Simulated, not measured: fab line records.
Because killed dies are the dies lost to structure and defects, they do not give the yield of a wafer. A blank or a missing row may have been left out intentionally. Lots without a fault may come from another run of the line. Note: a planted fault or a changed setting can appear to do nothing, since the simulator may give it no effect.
Struck lot and sound lot, side by side :: flow sky130 :: 15 steps out of a route of 708
Sound: wafers L951.1, L951.3, L951.5. The struck wafers were L967.1, L967.3, L967.4. The cause comes at the end.
Order at every step that has rows: each side's tool, ch and its chambers, its first start. Under that, the readings that differ: sound wafers :: struck wafers :: difference of the means :: sigmas: that difference in standard deviations of wafers without a fault.
alike: words and numbers the same on both sides, and readings whose means are apart by under 2 such deviations; not compared: readings that were withheld, readings missing a value for some wafer, numbers with overlapping values and no deviation given by the record, and bounds like >300 which may hide the same value.
Wherever a step has rows on one side only, a row that says differs or no value, or a row with sigmas, the two part there. When numbers do not overlap yet have no deviation, they are printed without sigmas and do not part them. A reading missing from all wafers of one side parts the sides only when that side holds two or more wafers.

SKY_PWDE_STRIP_09: strips in O2/N2.
  sound on plasma_asher-04 ch 0,1, day 4 12:07; struck on plasma_asher-03 ch 0,1, day 8 11:46
  alike: drypump_motor_current_A, o2_flow_sccm, oes_product_au, strip_time_to_endpoint_s
  not compared: rf_hours_counter_h
SKY_PWDE_TW_MEAS_10:
  struck on film_metro-03, day 8 11:52; sound on film_metro-04, day 4 12:13
  alike: PWDE_TW
then, 7 steps without rows for these wafers: SKY_NWELL_DEHYDRATE_03 (time 60 s); SKY_NWELL_HMDS_04 (prime time 60 s); SKY_NWELL_COAT_05 (resist thk 3000 nm); SKY_NWELL_SOFTBAKE_06; SKY_NWELL_EXPOSE_07 (exposes mask NWM, target cd 840 nm); SKY_NWELL_PEB_08; SKY_NWELL_DEVELOP_09 (develop time 60 s).
SKY_NWELL_OVL_MEAS_10:
  struck on overlay-01, day 9 09:38; sound on overlay-01, day 5 06:17
  alike: NWELL_00_OVL
then, 2 steps without rows for these wafers: SKY_NWELL_IMPLANT_11; SKY_NWELL_IMPLANT_12.
SKY_NWELL_IMPLANT_13:
  sound on implanter-03 ch 0, day 5 06:38; struck on implanter-03 ch 0, day 9 09:59
reading: dose_ions_cm2
sound: 6.997e+11 6.995e+11 6.996e+11
struck: 7.175e+11 7.166e+11 7.169e+11
difference: +1.740e+10
sigmas: +26
  alike: beam_energy_keV
SKY_NWELL_STRIP_14: strips in O2/N2.
  sound on plasma_asher-01 ch 1, day 5 06:47; struck on plasma_asher-02 ch 0,1, day 9 10:08
  alike: drypump_motor_current_A, o2_flow_sccm, oes_product_au, strip_time_to_endpoint_s
  not compared: rf_hours_counter_h
-- the record jumps here: 41 days lie between the struck wafers' starts before and after (it left off in module NWELL and takes up again in module PAD_OPEN, whose first step shown is number 708 of the route) --
SKY_PAD_OPEN_PROBE_99:
  struck on prober-01, day 50 09:48; sound on prober-01, day 46 11:32
  alike: killed_at_M0_to_M3, killed_at_M4_up, killed_at_contacts, killed_at_front_end, killed_at_other, killed_dies, killed_on_rim, killed_open, killed_short

## WHERE THEY PART
Only at SKY_NWELL_IMPLANT_13, as far as this record shows. Later steps at which nothing parts them and some readings are alike: SKY_NWELL_STRIP_14, SKY_PAD_OPEN_PROBE_99.

WHY: the cause the simulator had injected
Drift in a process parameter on implanter-03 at SKY_NWELL_IMPLANT_13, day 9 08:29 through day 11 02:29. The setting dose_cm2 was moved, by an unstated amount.
